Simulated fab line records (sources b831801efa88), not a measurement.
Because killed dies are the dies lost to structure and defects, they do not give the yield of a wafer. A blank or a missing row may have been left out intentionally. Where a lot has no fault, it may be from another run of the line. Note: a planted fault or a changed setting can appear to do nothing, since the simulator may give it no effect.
Chamber matching :: flow sky130 :: SKY_VIA1_HDPCVD_00 on hdpcvd-01: 3 sister chambers
The step deposits SiO2, target thk 1030 nm, time 171.7 s. 6 wafers are shown with their chamber, then 7 later ones without.

== WAFERS WITH THEIR CHAMBER ==
wafer: L194.4
chamber: 2
sih4 flow sccm (sccm): 59.90

wafer: L195.2
chamber: 0
sih4 flow sccm (sccm): 59.76

wafer: L195.3
chamber: 1
sih4 flow sccm (sccm): 60.01

wafer: L195.6
chamber: 2
sih4 flow sccm (sccm): 59.96

wafer: L196.1
chamber: 1
sih4 flow sccm (sccm): 60.07

wafer: L196.2
chamber: 0
sih4 flow sccm (sccm): 60.42

== WAFERS WHOSE CHAMBER IS MISSING ==
wafer: L196.3
sih4 flow sccm (sccm): 60.17

wafer: L198.1
sih4 flow sccm (sccm): 60.16

wafer: L198.3
sih4 flow sccm (sccm): 60.19

wafer: L198.4
sih4 flow sccm (sccm): 60.05

wafer: L202.4
sih4 flow sccm (sccm): 60.13

wafer: L202.5
sih4 flow sccm (sccm): 60.18

wafer: L202.6
sih4 flow sccm (sccm): 60.03

== WHICH CHAMBER EACH ONE RAN IN ==
wafer: L196.3
from the rows above: can't be placed: 0 or 1 or 2
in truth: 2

wafer: L198.1
from the rows above: can't be placed: 0 or 1 or 2
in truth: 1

wafer: L198.3
from the rows above: can't be placed: 0 or 1 or 2
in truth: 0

wafer: L198.4
from the rows above: can't be placed: 1 or 0 or 2
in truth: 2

wafer: L202.4
from the rows above: can't be placed: 0 or 1 or 2
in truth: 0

wafer: L202.5
from the rows above: can't be placed: 0 or 1 or 2
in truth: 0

wafer: L202.6
from the rows above: can't be placed: 1 or 0 or 2
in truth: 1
Placed correctly: 0 of 7. Can't be placed from these rows: 7 (the true chamber is among the candidates in 7). Placed wrongly: 0.
How it was worked out, from the rows above alone: a wafer's distance from a chamber is the root of the sum, over the readings, of the square of ((its reading less the chamber's mean) divided by the reading's scatter). The wafer belongs to the nearest chamber; if the next one is less than 2 further off, it can't be placed. A chamber's mean is the mean of its shown wafers. The scatter: the root of (the sum of the squares of (reading less its chamber's mean) over the shown wafers, divided by (wafers less chambers)).
